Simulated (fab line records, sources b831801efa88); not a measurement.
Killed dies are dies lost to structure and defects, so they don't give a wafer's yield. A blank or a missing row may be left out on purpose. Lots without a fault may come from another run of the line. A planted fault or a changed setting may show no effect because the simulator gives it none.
A struck lot beside a sound one | flow gf180mcu | 30 steps out of a route of 602
Sound: wafers L552.1, L552.3, L552.5. Struck: wafer L564.6. (L564.3 of the same lot was not struck and is left out.) The cause comes at the end.
At each step with rows: each side's tool, then ch and its chambers, then its first start. Under that, the readings that differ: sound wafers | struck wafers | difference of the means | sigmas: that difference in standard deviations of wafers without a fault.
alike: readings whose means differ by less than 2 such deviations, and words and numbers that are the same on both sides. not compared: withheld readings, readings that some wafer has no value for, bounds like >300 that may hide the same value, and numbers for which the record gives no deviation and whose values overlap.
The two part at a step that has a row with sigmas, a row that says differs or no value, or rows on one side only. Numbers that don't overlap but have no deviation are shown without sigmas and don't part them. A reading that every wafer of one side lacks parts them only if that side has two wafers or more.

first, 3 steps without rows for these wafers: GF_PSD_EXPOSE_04 (exposes mask Pplus, target cd 400 nm); GF_PSD_PEB_05; GF_PSD_DEVELOP_06 (develop time 60 s).
GF_PSD_CD_MEAS_07: target cd 400 nm.
  sound on cd_sem-01, day 15 06:41; struck on cd_sem-02, day 19 18:09
  alike: cd_nm
GF_PSD_OVL_MEAS_08:
  sound on overlay-01, day 15 06:48; struck on overlay-01, day 19 18:15
  alike: PSD_OVL
then, 1 step without rows for these wafers: GF_PSD_IMPLANT_09.
GF_PSD_STRIP_10: strips in O2/N2.
  sound on plasma_asher-02 ch 0,1, day 15 06:59; struck on plasma_asher-03 ch 0, day 19 18:27
  alike: drypump_motor_current_A, heater_power_w, o2_flow_sccm, oes_product_au, strip_time_to_endpoint_s
  not compared: rf_hours_counter_h
GF_PSD_TW_MEAS_11:
  sound on film_metro-01, day 15 07:05; struck on film_metro-01, day 19 18:32
  alike: PSD_TW
then, 1 step without rows for these wafers: GF_PSD_CLEAN_12 (cleans in SC1/SC2, time 150 s).
GF_PSD_RTA_13: time 20 s.
  sound on rtp_anneal-02 ch 0, day 15 07:11; struck on rtp_anneal-02 ch 0, day 19 18:40
  alike: lamp_power_pct, wafer_temp_C_max
GF_PSD_RS_MEAS_14: measures by four-point-probe.
  sound on film_metro-01, day 15 07:17; struck on film_metro-04, day 19 18:45
  reading         | sound             | struck | difference | sigmas
  NSD_RS (ohm/sq) | 46.00 45.89 45.90 | 46.15  | +0.22      | +3
GF_PSD_RS_MEAS_15: measures by four-point-probe.
  sound on film_metro-01, day 15 07:24; struck on film_metro-04, day 19 18:52
  alike: PSD_RS
GF_SAB_CVD_00: deposits SiO2 from TEOS, target thk 50 nm, time 4.9302 s.
  sound on pecvd-03 ch 1,2, day 15 07:31; struck on pecvd-04 ch 0, day 19 18:57
  reading                              | sound             | struck | difference | sigmas
  model.SiO2_of_SAB_CVD_00.thk_nm (nm) | 49.34 49.68 50.37 | 51.31  | +1.51      |
  alike: heater_power_w
  not compared: since_wet_clean_h
GF_SAB_THK_MEAS_01:
  sound on film_metro-03, day 15 07:32; struck on film_metro-02, day 19 18:59
  reading             | sound          | struck | difference | sigmas
  SAB_CVD_00_THK (nm) | 49.3 49.7 50.4 | 51.3   | +1.5       | +2
then, 7 steps without rows for these wafers: GF_SAB_DEHYDRATE_02 (time 60 s); GF_SAB_HMDS_03 (prime time 60 s); GF_SAB_COAT_04 (resist thk 1000 nm); GF_SAB_SOFTBAKE_05 (time 60 s); GF_SAB_EXPOSE_06 (exposes mask SAB, target cd 420 nm); GF_SAB_PEB_07; GF_SAB_DEVELOP_08 (develop time 60 s).
GF_SAB_CD_MEAS_09: target cd 420 nm.
  sound on cd_sem-02, day 16 04:31; struck on cd_sem-01, day 20 19:04
  alike: cd_nm
GF_SAB_OVL_MEAS_10:
  sound on overlay-01, day 16 04:38; struck on overlay-01, day 20 19:09
  alike: SAB_OVL
GF_SAB_ETCH_11: etches SiO2 in C4F8/O2/Ar, target depth 55 nm, time 8.5 s.
  sound on rie_diel-02 ch 0,1, day 16 04:41; struck on rie_diel-03 ch 0, day 20 19:11
  alike: oes_product_au
  not compared: rf_hours_counter_h
then, 1 step without rows for these wafers: GF_SAB_WET_ETCH_12 (etches SiO2 in dHF, target depth 22 nm, time 440 s).
GF_SAB_STRIP_13: strips in O2/N2.
  sound on plasma_asher-03 ch 0,1, day 16 04:50; struck on plasma_asher-01 ch 1, day 20 19:22
  reading                      | sound             | struck | difference | sigmas
  drypump_motor_current_A (A)  | 5.79 5.52 5.53    | 6.23   | +0.62      | +2
  oes_product_au (a.u.)        | 0.708 0.707 0.709 | 0.718  | +0.010     | +2
  strip_time_to_endpoint_s (s) | 12.54 12.56 12.58 | 12.68  | +0.12      | +4
  alike: heater_power_w, o2_flow_sccm
  not compared: rf_hours_counter_h
then, 1 step without rows for these wafers: GF_SALICIDE_CLEAN_00 (cleans in SC1/SC2, time 150 s).
GF_SALICIDE_WET_ETCH_01: etches SiO2 in dHF, target depth 5 nm, time 100 s.
  sound on wet_bench-02 ch 3, day 16 04:59; struck on wet_bench-02 ch 3, day 20 19:29
  reading                              | sound           | struck | difference | sigmas
  model.SiO2_of_SAB_CVD_00.thk_nm (nm) | 38.6 38.93 39.6 | 40.63  | +1.59      |
GF_SALICIDE_SPUTTER_02: material Co, target thk 10 nm, time 20 s.
  sound on pvd_sputter-02, day 16 05:01; struck on pvd_sputter-01, day 20 19:31
  alike: throttle_valve_pct
-- the record jumps here: 13 days lie between the struck wafers' starts before and after (it left off in module SALICIDE and takes up again in module PASSIVATION, whose first step shown is number 602 of the route) --
GF_PASSIVATION_PROBE_99:
  the record has rows for the struck wafers here (prober-02, day 33 10:25) and none for the sound ones

WHERE THEY PART
First at GF_PSD_RS_MEAS_14; last, within this record, at GF_PASSIVATION_PROBE_99.

WHY: what the simulator had put in
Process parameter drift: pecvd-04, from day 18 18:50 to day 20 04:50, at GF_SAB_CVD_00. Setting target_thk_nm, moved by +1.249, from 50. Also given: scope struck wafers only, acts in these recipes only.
